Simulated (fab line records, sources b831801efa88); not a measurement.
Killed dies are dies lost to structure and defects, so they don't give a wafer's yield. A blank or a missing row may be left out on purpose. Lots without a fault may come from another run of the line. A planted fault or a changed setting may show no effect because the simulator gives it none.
Chamber matching | flow sky130 | SKY_FIELD_ISO_ETCH_17 on rie_si-02: 4 sister chambers
The step etches Si in HBr/Cl2/O2, target depth 342 nm, time 97.7 s. 16 wafers are shown with their chamber, then 8 later ones without.

WAFERS WITH THEIR CHAMBER
wafer  | chamber | throttle_valve_pct (%) | oes_product_au (a.u.) | O2_flow_sccm (sccm)
L937.2 | 3       | 25.653                 | 0.995                 | 5.994
L937.4 | 2       | 25.639                 | 1.009                 | 6.034
L937.6 | 0       | 25.655                 | 1.000                 | 6.037
L941.1 | 0       | 25.647                 | 1.003                 | 6.027
L941.3 | 3       | 25.666                 | 0.998                 | 5.985
L941.5 | 2       | 25.647                 | 1.010                 | 6.045
L944.1 | 0       | 25.651                 | 1.007                 | 5.980
L944.4 | 3       | 25.655                 | 1.000                 | 6.017
L944.5 | 0       | 25.656                 | 0.997                 | 5.995
L945.1 | 3       | 25.649                 | 0.993                 | 6.002
L945.5 | 3       | 25.646                 | 0.991                 | 6.015
L945.6 | 0       | 25.681                 | 0.989                 | 5.993
L948.2 | 1       | 25.642                 | 1.001                 | 5.996
L948.3 | 0       | 25.650                 | 0.992                 | 5.989
L948.5 | 2       | 25.650                 | 0.997                 | 5.989
L949.2 | 0       | 25.649                 | 1.004                 | 6.010

SIGNATURES (means of the wafers above)
reading            | chamber 0 | chamber 1 | chamber 2 | chamber 3 | scatter within a chamber
throttle_valve_pct | 25.65557  | 25.64200  | 25.64533  | 25.65380  | 0.00964
oes_product_au     | 0.99886   | 1.00100   | 1.00533   | 0.99540   | 0.00589
O2_flow_sccm       | 6.00443   | 5.99600   | 6.02267   | 6.00260   | 0.0207
Rule: a wafer's distance from a chamber is the root of the sum, over the readings, of the square of ((its reading less the chamber's mean) divided by the reading's scatter). The wafer belongs to the nearest chamber; if the next one is less than 2 further off, it can't be placed. The scatter: the root of (the sum of the squares of (reading less its chamber's mean) over the shown wafers, divided by (wafers less chambers)).

WAFERS WITHOUT THEIR CHAMBER
wafer  | throttle_valve_pct (%) | oes_product_au (a.u.) | O2_flow_sccm (sccm)
L949.4 | 25.656                 | 0.997                 | 6.023
L949.6 | 25.662                 | 0.995                 | 5.997
L955.1 | 25.661                 | 0.999                 | 6.026
L955.3 | 25.663                 | 1.005                 | 6.042
L955.6 | 25.650                 | 1.006                 | 6.002
L958.3 | 25.661                 | 1.001                 | 6.022
L958.5 | 25.640                 | 1.015                 | 6.006
L958.6 | 25.640                 | 1.010                 | 5.988

WHICH CHAMBER EACH WENT THROUGH
wafer  | from the rows above               | in truth
L949.4 | can't be placed: 0 or 3 or 2 or 1 | 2
L949.6 | can't be placed: 3 or 0 or 1 or 2 | 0
L955.1 | can't be placed: 0 or 3 or 2 or 1 | 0
L955.3 | can't be placed: 2 or 0 or 3 or 1 | 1
L955.6 | can't be placed: 2 or 1 or 0 or 3 | 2
L958.3 | can't be placed: 0 or 3 or 2 or 1 | 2
L958.5 | can't be placed: 2 or 1 or 0 or 3 | 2
L958.6 | can't be placed: 1 or 2 or 0 or 3 | 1
Placed correctly: 0 of 8. Can't be placed from these rows: 8 (the true chamber is among the candidates in 8). Placed wrongly: 0.
